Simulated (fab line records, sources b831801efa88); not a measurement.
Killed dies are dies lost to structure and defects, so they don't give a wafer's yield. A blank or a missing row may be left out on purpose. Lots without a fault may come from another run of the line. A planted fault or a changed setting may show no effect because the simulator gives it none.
A struck lot beside a sound one | flow sky130 | 44 steps out of a route of 708
Sound: wafers L770.2, L770.4, L770.5. Struck: wafers L780.1, L780.3, L780.5. The cause comes at the end.
At each step with rows: each side's tool, then ch and its chambers, then its first start. Under that, the readings that differ: sound wafers | struck wafers | difference of the means | sigmas: that difference in standard deviations of wafers without a fault.
alike: readings whose means differ by less than 2 such deviations, and words and numbers that are the same on both sides. not compared: withheld readings, readings that some wafer has no value for, bounds like >300 that may hide the same value, and numbers for which the record gives no deviation and whose values overlap.
The two part at a step that has a row with sigmas, a row that says differs or no value, or rows on one side only. Numbers that don't overlap but have no deviation are shown without sigmas and don't part them. A reading that every wafer of one side lacks parts them only if that side has two wafers or more.

first, 2 steps without rows for these wafers: SKY_DNWELL_DEVELOP_06 (develop time 60 s); SKY_DNWELL_IMPLANT_07.
SKY_DNWELL_STRIP_08: strips in O2/N2.
  sound on plasma_asher-02 ch 0,1, day 3 07:42; struck on plasma_asher-01 ch 0,1, day 5 12:25
  alike: drypump_motor_current_A, n2_flow_sccm, oes_product_au, strip_time_to_endpoint_s
  not compared: rf_hours_counter_h
SKY_DNWELL_TW_MEAS_09:
  sound on film_metro-03, day 3 07:49; struck on film_metro-03, day 5 12:31
  alike: DNWELL_TW
then, 7 steps without rows for these wafers: SKY_PWDE_DEHYDRATE_00 (time 60 s); SKY_PWDE_HMDS_01 (prime time 60 s); SKY_PWDE_COAT_02 (resist thk 3000 nm); SKY_PWDE_SOFTBAKE_03; SKY_PWDE_EXPOSE_04 (exposes mask PWDEM, target cd 840 nm); SKY_PWDE_PEB_05; SKY_PWDE_DEVELOP_06 (develop time 60 s).
SKY_PWDE_OVL_MEAS_07:
  sound on overlay-02, day 3 23:58; struck on overlay-01, day 6 06:06
  alike: PWDE_OVL
SKY_PWDE_IMPLANT_08:
  sound on implanter-01 ch 0, day 4 00:25; struck on implanter-03 ch 0, day 6 06:08
SKY_PWDE_STRIP_09: strips in O2/N2.
  sound on plasma_asher-01 ch 0,1, day 4 00:32; struck on plasma_asher-01 ch 0,1, day 6 06:17
  alike: drypump_motor_current_A, n2_flow_sccm, oes_product_au, strip_time_to_endpoint_s
  not compared: rf_hours_counter_h
SKY_PWDE_TW_MEAS_10:
  sound on film_metro-01, day 4 00:39; struck on film_metro-04, day 6 06:24
  reading | sound             | struck            | difference | sigmas
  PWDE_TW | 374.3 371.6 372.0 | 365.3 368.1 368.6 | -5.3       | -3
then, 7 steps without rows for these wafers: SKY_NWELL_DEHYDRATE_03 (time 60 s); SKY_NWELL_HMDS_04 (prime time 60 s); SKY_NWELL_COAT_05 (resist thk 3000 nm); SKY_NWELL_SOFTBAKE_06; SKY_NWELL_EXPOSE_07 (exposes mask NWM, target cd 840 nm); SKY_NWELL_PEB_08; SKY_NWELL_DEVELOP_09 (develop time 60 s).
SKY_NWELL_OVL_MEAS_10:
  sound on overlay-01, day 4 16:44; struck on overlay-01, day 7 01:04
  alike: NWELL_00_OVL
then, 3 steps without rows for these wafers: SKY_NWELL_IMPLANT_11; SKY_NWELL_IMPLANT_12; SKY_NWELL_IMPLANT_13.
SKY_NWELL_STRIP_14: strips in O2/N2.
  sound on plasma_asher-04 ch 0,1, day 4 17:13; struck on plasma_asher-02 ch 0,1, day 7 01:32
  alike: drypump_motor_current_A, n2_flow_sccm, oes_product_au, strip_time_to_endpoint_s
  not compared: rf_hours_counter_h
SKY_NWELL_TW_MEAS_15:
  sound on film_metro-03, day 4 17:20; struck on film_metro-03, day 7 01:38
  alike: NWELL_TW
then, 7 steps without rows for these wafers: SKY_NWELL_DEHYDRATE_16 (time 60 s); SKY_NWELL_HMDS_17 (prime time 60 s); SKY_NWELL_COAT_18 (resist thk 3000 nm); SKY_NWELL_SOFTBAKE_19; SKY_NWELL_EXPOSE_20 (exposes mask NWM COMPLEMENT, target cd 840 nm); SKY_NWELL_PEB_21; SKY_NWELL_DEVELOP_22 (develop time 60 s).
SKY_NWELL_OVL_MEAS_23:
  sound on overlay-01, day 5 11:07; struck on overlay-01, day 7 21:54
  alike: NWELL_01_OVL
then, 1 step without rows for these wafers: SKY_NWELL_IMPLANT_24.
SKY_NWELL_STRIP_25: strips in O2/N2.
  sound on plasma_asher-02 ch 0,1, day 5 11:17; struck on plasma_asher-04 ch 0,1, day 7 22:05
  alike: drypump_motor_current_A, n2_flow_sccm, oes_product_au, strip_time_to_endpoint_s
  not compared: rf_hours_counter_h
SKY_NWELL_TW_MEAS_26:
  sound on film_metro-03, day 5 11:24; struck on film_metro-03, day 7 22:11
  alike: NWELL_2_TW
then, 1 step without rows for these wafers: SKY_NWELL_CLEAN_27 (cleans in SC1/SC2, time 150 s).
SKY_NWELL_RTA_28: time 30 s.
  sound on rtp_anneal-02 ch 0, day 5 11:32; struck on rtp_anneal-02 ch 0, day 7 22:18
  alike: lamp_power_pct, wafer_temp_C_max
SKY_NWELL_RS_MEAS_29: measures by four-point-probe.
  sound on film_metro-04, day 5 11:38; struck on film_metro-01, day 7 22:24
  alike: NWELL_RS
SKY_NWELL_RS_MEAS_31: measures by four-point-probe.
  sound on film_metro-04, day 5 11:52; struck on film_metro-01, day 7 22:38
  reading          | sound          | struck         | difference | sigmas
  PWDE_RS (ohm/sq) | 5288 5288 5303 | 5576 5553 5594 | +281       | +16
-- the record jumps here: 41 days lie between the struck wafers' starts before and after (it left off in module NWELL and takes up again in module PAD_OPEN, whose first step shown is number 708 of the route) --
SKY_PAD_OPEN_PROBE_99:
  sound on prober-01, day 46 00:24; struck on prober-01, day 48 13:19
  reading                                   | sound                         | struck                        | difference | sigmas
  model.etest.res_p_drift_20v.line_ohm_um   | 1.079e+04 1.223e+04 1.091e+04 | 1.468e+04 1.238e+04 1.409e+04 | +2.407e+03 |
  model.etest.res_pwde_under_gate.rs_ohm_sq | 6081 6109 6093                | 6902 6872 6928                | +806       |
  alike: killed_at_M0_to_M3, killed_at_M4_up, killed_at_contacts, killed_at_front_end, killed_at_other, killed_dies, killed_open, killed_short
  not compared: model.etest.res_p_drift_20v.rs_ohm_sq

WHERE THEY PART
First at SKY_PWDE_TW_MEAS_10; last, within this record, at SKY_NWELL_RS_MEAS_31. Later steps at which nothing parts them and some readings are alike: SKY_PAD_OPEN_PROBE_99.

WHY: what the simulator had put in
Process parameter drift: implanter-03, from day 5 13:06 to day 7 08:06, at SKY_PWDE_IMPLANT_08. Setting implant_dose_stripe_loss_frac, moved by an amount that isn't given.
